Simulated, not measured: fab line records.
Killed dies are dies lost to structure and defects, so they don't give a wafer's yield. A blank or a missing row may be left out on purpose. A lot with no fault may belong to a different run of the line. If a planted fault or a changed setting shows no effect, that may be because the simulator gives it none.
Which tool was responsible? || flow sky130 || Sampling: 12 lots, 36 wafers, 4 of 708 route steps

## WHAT THE GAUGES READ, wafer by wafer
SKY_CONTACT_THK_MEAS_01. Usual: CONTACT_CVD_00_THK 75.1 nm, standard deviation 1.1.
{"lot": "L277", "measured": "day 31 07:25", "on": "filmMetro-01", "CONTACT_CVD_00_THK (nm)": "75.6 73.3 73.9", "flag": ""}
{"lot": "L279", "measured": "day 31 18:35", "on": "filmMetro-01", "CONTACT_CVD_00_THK (nm)": "75.1 75.3 76.3", "flag": ""}
{"lot": "L280", "measured": "day 32 05:16", "on": "filmMetro-02", "CONTACT_CVD_00_THK (nm)": "74.3 74.9 75.6", "flag": ""}
{"lot": "L281", "measured": "day 32 14:35", "on": "filmMetro-04", "CONTACT_CVD_00_THK (nm)": "75.6 74.7 75.9", "flag": ""}
{"lot": "L283", "measured": "day 33 10:49", "on": "filmMetro-04", "CONTACT_CVD_00_THK (nm)": "74.9 74.2 75.3", "flag": ""}
{"lot": "L285", "measured": "day 34 06:44", "on": "filmMetro-02", "CONTACT_CVD_00_THK (nm)": "73.6 73.5 75.6", "flag": ""}
{"lot": "L286", "measured": "day 34 17:02", "on": "filmMetro-04", "CONTACT_CVD_00_THK (nm)": "75.0 74.3 74.5", "flag": ""}
{"lot": "L290", "measured": "day 35 12:22", "on": "filmMetro-02", "CONTACT_CVD_00_THK (nm)": "74.8 73.2 73.8", "flag": ""}
{"lot": "L297", "measured": "day 37 09:30", "on": "filmMetro-04", "CONTACT_CVD_00_THK (nm)": "74.8 76.3 76.4", "flag": ""}
{"lot": "L298", "measured": "day 38 01:02", "on": "filmMetro-02", "CONTACT_CVD_00_THK (nm)": "74.9 74.8 75.6", "flag": ""}

## TOOL THAT RAN EACH LOT (tool first, then ch and the chambers of the sampled wafers, then the start)
{"lot": "L277", "SKY_VT_ADJUST_LVTN_STRIP_20": "plasmaAsher-02 ch 0,1, day 8 12:11", "SKY_SONOS_TUNNEL_WET_ETCH_10": "wetBench-03 ch 2, day 12 08:51", "SKY_LOCAL_INTERCONNECT_METAL_ETCH_14": "rieMetal-03 ch 0,1, day 31 06:24"}
{"lot": "L279", "SKY_VT_ADJUST_LVTN_STRIP_20": "plasmaAsher-02 ch 0,1, day 8 23:52", "SKY_SONOS_TUNNEL_WET_ETCH_10": "wetBench-03 ch 0, day 12 19:56", "SKY_LOCAL_INTERCONNECT_METAL_ETCH_14": "rieMetal-03 ch 0,1, day 31 17:54"}
{"lot": "L280", "SKY_VT_ADJUST_LVTN_STRIP_20": "plasmaAsher-02 ch 0,1, day 9 02:44", "SKY_SONOS_TUNNEL_WET_ETCH_10": "wetBench-02 ch 0, day 12 23:12", "SKY_LOCAL_INTERCONNECT_METAL_ETCH_14": "rieMetal-04 ch 0,1, day 32 04:33"}
{"lot": "L281", "SKY_VT_ADJUST_LVTN_STRIP_20": "plasmaAsher-04 ch 0,1, day 9 09:02", "SKY_SONOS_TUNNEL_WET_ETCH_10": "wetBench-02 ch 3, day 13 12:14", "SKY_LOCAL_INTERCONNECT_METAL_ETCH_14": "rieMetal-04 ch 0,1, day 32 13:54"}
{"lot": "L283", "SKY_VT_ADJUST_LVTN_STRIP_20": "plasmaAsher-01 ch 0,1, day 10 01:11", "SKY_SONOS_TUNNEL_WET_ETCH_10": "wetBench-03 ch 0, day 14 03:12", "SKY_LOCAL_INTERCONNECT_METAL_ETCH_14": "rieMetal-04 ch 0,1, day 33 10:06"}
{"lot": "L285", "SKY_VT_ADJUST_LVTN_STRIP_20": "plasmaAsher-02 ch 0,1, day 10 19:16", "SKY_SONOS_TUNNEL_WET_ETCH_10": "wetBench-01 ch 3, day 15 00:09", "SKY_LOCAL_INTERCONNECT_METAL_ETCH_14": "rieMetal-04 ch 0,1, day 34 06:03"}
{"lot": "L286", "SKY_VT_ADJUST_LVTN_STRIP_20": "plasmaAsher-01 ch 0,1, day 11 03:32", "SKY_SONOS_TUNNEL_WET_ETCH_10": "wetBench-01 ch 3, day 15 10:27", "SKY_LOCAL_INTERCONNECT_METAL_ETCH_14": "rieMetal-04 ch 0,1, day 34 16:21"}
{"lot": "L287", "SKY_VT_ADJUST_LVTN_STRIP_20": "plasmaAsher-02 ch 0,1, day 11 09:47", "SKY_SONOS_TUNNEL_WET_ETCH_10": "wetBench-02 ch 2, day 15 16:53", "SKY_LOCAL_INTERCONNECT_METAL_ETCH_14": "-"}
{"lot": "L288", "SKY_VT_ADJUST_LVTN_STRIP_20": "plasmaAsher-01 ch 0,1, day 11 14:29", "SKY_SONOS_TUNNEL_WET_ETCH_10": "wetBench-01 ch 1, day 15 23:18", "SKY_LOCAL_INTERCONNECT_METAL_ETCH_14": "-"}
{"lot": "L290", "SKY_VT_ADJUST_LVTN_STRIP_20": "plasmaAsher-02 ch 0,1, day 12 02:10", "SKY_SONOS_TUNNEL_WET_ETCH_10": "wetBench-01 ch 2, day 16 12:15", "SKY_LOCAL_INTERCONNECT_METAL_ETCH_14": "rieMetal-02 ch 0,1, day 35 11:39"}
{"lot": "L297", "SKY_VT_ADJUST_LVTN_STRIP_20": "plasmaAsher-04 ch 0,1, day 13 22:05", "SKY_SONOS_TUNNEL_WET_ETCH_10": "wetBench-01 ch 0, day 18 14:42", "SKY_LOCAL_INTERCONNECT_METAL_ETCH_14": "rieMetal-02 ch 0,1, day 37 08:49"}
{"lot": "L298", "SKY_VT_ADJUST_LVTN_STRIP_20": "plasmaAsher-02 ch 0,1, day 14 15:07", "SKY_SONOS_TUNNEL_WET_ETCH_10": "wetBench-03 ch 1, day 19 09:45", "SKY_LOCAL_INTERCONNECT_METAL_ETCH_14": "rieMetal-03 ch 0,1, day 38 00:13"}
- SKY_VT_ADJUST_LVTN_STRIP_20: strips in O2/N2.
- SKY_SONOS_TUNNEL_WET_ETCH_10: etches SiO2 in dHF, target depth 14 nm, time 280 s.
- SKY_LOCAL_INTERCONNECT_METAL_ETCH_14: etches TiN in Cl2/BCl3, stops on PSG, target depth 110 nm, time 31.4 s.

## WHAT THE TOOLS THEMSELVES READ (means of the sampled wafers that have a number; where no wafer has one, the mark that the record gives instead)
SKY_VT_ADJUST_LVTN_STRIP_20. Usual: chamberPressureMTorr 1499.9 mTorr, standard deviation 1.2; drypumpMotorCurrentA 5.9 A, standard deviation 0.57; oesProductAu 0.716 a.u., standard deviation 0.0047; stripTimeToEndpointS 14.18 s, standard deviation 0.042.
{"lot": "L277", "tool": "plasmaAsher-02", "chamberPressureMTorr (mTorr)": 1499.6, "drypumpMotorCurrentA (A)": 6.3, "oesProductAu (a.u.)": 0.714, "stripTimeToEndpointS (s)": 14.12, "flag": ""}
{"lot": "L279", "tool": "plasmaAsher-02", "chamberPressureMTorr (mTorr)": 1499.8, "drypumpMotorCurrentA (A)": 6.2, "oesProductAu (a.u.)": 0.715, "stripTimeToEndpointS (s)": 14.23, "flag": ""}
{"lot": "L280", "tool": "plasmaAsher-02", "chamberPressureMTorr (mTorr)": 1500.1, "drypumpMotorCurrentA (A)": 6.4, "oesProductAu (a.u.)": 0.720, "stripTimeToEndpointS (s)": 14.18, "flag": ""}
{"lot": "L281", "tool": "plasmaAsher-04", "chamberPressureMTorr (mTorr)": 1499.1, "drypumpMotorCurrentA (A)": 5.2, "oesProductAu (a.u.)": 0.712, "stripTimeToEndpointS (s)": 14.10, "flag": ""}
{"lot": "L283", "tool": "plasmaAsher-01", "chamberPressureMTorr (mTorr)": 1499.4, "drypumpMotorCurrentA (A)": 5.7, "oesProductAu (a.u.)": 0.716, "stripTimeToEndpointS (s)": 14.15, "flag": ""}
{"lot": "L285", "tool": "plasmaAsher-02", "chamberPressureMTorr (mTorr)": 1500.2, "drypumpMotorCurrentA (A)": 6.4, "oesProductAu (a.u.)": 0.718, "stripTimeToEndpointS (s)": 14.20, "flag": ""}
{"lot": "L286", "tool": "plasmaAsher-01", "chamberPressureMTorr (mTorr)": 1500.1, "drypumpMotorCurrentA (A)": 5.7, "oesProductAu (a.u.)": 0.712, "stripTimeToEndpointS (s)": 14.19, "flag": ""}
{"lot": "L287", "tool": "plasmaAsher-02", "chamberPressureMTorr (mTorr)": 1499.6, "drypumpMotorCurrentA (A)": 6.3, "oesProductAu (a.u.)": 0.713, "stripTimeToEndpointS (s)": 14.13, "flag": ""}
{"lot": "L288", "tool": "plasmaAsher-01", "chamberPressureMTorr (mTorr)": 1500.5, "drypumpMotorCurrentA (A)": 5.7, "oesProductAu (a.u.)": 0.713, "stripTimeToEndpointS (s)": 14.22, "flag": ""}
{"lot": "L290", "tool": "plasmaAsher-02", "chamberPressureMTorr (mTorr)": 1499.6, "drypumpMotorCurrentA (A)": 6.4, "oesProductAu (a.u.)": 0.714, "stripTimeToEndpointS (s)": 14.17, "flag": ""}
{"lot": "L297", "tool": "plasmaAsher-04", "chamberPressureMTorr (mTorr)": 1498.8, "drypumpMotorCurrentA (A)": 5.1, "oesProductAu (a.u.)": 0.714, "stripTimeToEndpointS (s)": 14.17, "flag": ""}
{"lot": "L298", "tool": "plasmaAsher-02", "chamberPressureMTorr (mTorr)": 1499.9, "drypumpMotorCurrentA (A)": 6.3, "oesProductAu (a.u.)": 0.718, "stripTimeToEndpointS (s)": 14.11, "flag": ""}

SKY_SONOS_TUNNEL_WET_ETCH_10. Usual: bathHeatDutyPct 6.3 %, standard deviation 0.76; runLengthS 308 s, standard deviation 3.4.
{"lot": "L277", "tool": "wetBench-03", "bathHeatDutyPct (%)": 6.1, "runLengthS (s)": 305, "flag": ""}
{"lot": "L279", "tool": "wetBench-03", "bathHeatDutyPct (%)": 7.1, "runLengthS (s)": 312, "flag": ""}
{"lot": "L280", "tool": "wetBench-02", "bathHeatDutyPct (%)": 5.7, "runLengthS (s)": 313, "flag": ""}
{"lot": "L281", "tool": "wetBench-02", "bathHeatDutyPct (%)": 7.1, "runLengthS (s)": 305, "flag": ""}
{"lot": "L283", "tool": "wetBench-03", "bathHeatDutyPct (%)": 7.0, "runLengthS (s)": 304, "flag": ""}
{"lot": "L285", "tool": "wetBench-01", "bathHeatDutyPct (%)": 5.1, "runLengthS (s)": 308, "flag": ""}
{"lot": "L286", "tool": "wetBench-01", "bathHeatDutyPct (%)": 5.6, "runLengthS (s)": 306, "flag": ""}
{"lot": "L287", "tool": "wetBench-02", "bathHeatDutyPct (%)": "-", "runLengthS (s)": "-", "flag": "OFF"}
{"lot": "L288", "tool": "wetBench-01", "bathHeatDutyPct (%)": "-", "runLengthS (s)": "-", "flag": "OFF"}
{"lot": "L290", "tool": "wetBench-01", "bathHeatDutyPct (%)": 6.3, "runLengthS (s)": 305, "flag": ""}
{"lot": "L297", "tool": "wetBench-01", "bathHeatDutyPct (%)": 6.5, "runLengthS (s)": 308, "flag": ""}
{"lot": "L298", "tool": "wetBench-03", "bathHeatDutyPct (%)": 5.9, "runLengthS (s)": 306, "flag": ""}

SKY_LOCAL_INTERCONNECT_METAL_ETCH_14. Usual: bcl3FlowSccm 30.00 sccm, standard deviation 0.097; biasW 48.52 W, standard deviation 0.13; chamberPressureMTorr 9.999 mTorr, standard deviation 0.0091; drypumpMotorCurrentA 5.8 A, standard deviation 0.33; oesProductAu 0.940 a.u., standard deviation 0.0078; throttleValvePct 21.901 %, standard deviation 0.01.
{"lot": "L277", "tool": "rieMetal-03", "bcl3FlowSccm (sccm)": 29.94, "biasW (W)": 48.42, "chamberPressureMTorr (mTorr)": 9.994, "drypumpMotorCurrentA (A)": 5.9, "oesProductAu (a.u.)": 0.939, "throttleValvePct (%)": 21.895, "flag": ""}
{"lot": "L279", "tool": "rieMetal-03", "bcl3FlowSccm (sccm)": 29.92, "biasW (W)": 48.55, "chamberPressureMTorr (mTorr)": 10.006, "drypumpMotorCurrentA (A)": 5.9, "oesProductAu (a.u.)": 0.941, "throttleValvePct (%)": 21.896, "flag": ""}
{"lot": "L280", "tool": "rieMetal-04", "bcl3FlowSccm (sccm)": 30.01, "biasW (W)": 48.50, "chamberPressureMTorr (mTorr)": 10.005, "drypumpMotorCurrentA (A)": 5.7, "oesProductAu (a.u.)": 0.945, "throttleValvePct (%)": 21.890, "flag": ""}
{"lot": "L281", "tool": "rieMetal-04", "bcl3FlowSccm (sccm)": 30.02, "biasW (W)": 48.49, "chamberPressureMTorr (mTorr)": 9.998, "drypumpMotorCurrentA (A)": 5.7, "oesProductAu (a.u.)": 0.937, "throttleValvePct (%)": 21.904, "flag": ""}
{"lot": "L283", "tool": "rieMetal-04", "bcl3FlowSccm (sccm)": 29.92, "biasW (W)": 48.41, "chamberPressureMTorr (mTorr)": 10.000, "drypumpMotorCurrentA (A)": 5.7, "oesProductAu (a.u.)": 0.945, "throttleValvePct (%)": 21.900, "flag": ""}
{"lot": "L285", "tool": "rieMetal-04", "bcl3FlowSccm (sccm)": 30.10, "biasW (W)": 48.54, "chamberPressureMTorr (mTorr)": 9.992, "drypumpMotorCurrentA (A)": 5.9, "oesProductAu (a.u.)": 0.936, "throttleValvePct (%)": 21.900, "flag": ""}
{"lot": "L286", "tool": "rieMetal-04", "bcl3FlowSccm (sccm)": 29.96, "biasW (W)": 48.61, "chamberPressureMTorr (mTorr)": 9.993, "drypumpMotorCurrentA (A)": 5.9, "oesProductAu (a.u.)": 0.938, "throttleValvePct (%)": 21.902, "flag": ""}
{"lot": "L290", "tool": "rieMetal-02", "bcl3FlowSccm (sccm)": 29.97, "biasW (W)": 48.44, "chamberPressureMTorr (mTorr)": 10.006, "drypumpMotorCurrentA (A)": 5.6, "oesProductAu (a.u.)": 0.939, "throttleValvePct (%)": 21.906, "flag": ""}
{"lot": "L297", "tool": "rieMetal-02", "bcl3FlowSccm (sccm)": 29.96, "biasW (W)": 48.41, "chamberPressureMTorr (mTorr)": 10.001, "drypumpMotorCurrentA (A)": 5.8, "oesProductAu (a.u.)": 0.946, "throttleValvePct (%)": 21.886, "flag": ""}
{"lot": "L298", "tool": "rieMetal-03", "bcl3FlowSccm (sccm)": 29.93, "biasW (W)": 48.36, "chamberPressureMTorr (mTorr)": 9.993, "drypumpMotorCurrentA (A)": 5.9, "oesProductAu (a.u.)": 0.939, "throttleValvePct (%)": 21.899, "flag": ""}

## THE ANSWER, worked out from the rows above alone
Rule: take the mean of a lot's wafers that have a number; if it is more than 3 standard deviations from the usual mean, the lot is off. Also off: a lot with no number at a reading for which 4 or more lots have one. All remaining lots with rows at the step are treated as sound. Order of review: gauges by route order, followed by the tools' own readings, for which a lot's mean as printed above is used. The first step at which some lot is off is used, and at that step the reading that is off furthest; a lot without a number counts as furthest.
Off at SKY_SONOS_TUNNEL_WET_ETCH_10 (bathHeatDutyPct): L287, L288. Without a number there: L287, L288.
If a tool, at that step or one of the process steps before it, ran each lot that is off and ran no sound lot following the first of them, it fits. Of those tried, none fits.

## WHAT WAS PUT IN BY THE SIMULATOR
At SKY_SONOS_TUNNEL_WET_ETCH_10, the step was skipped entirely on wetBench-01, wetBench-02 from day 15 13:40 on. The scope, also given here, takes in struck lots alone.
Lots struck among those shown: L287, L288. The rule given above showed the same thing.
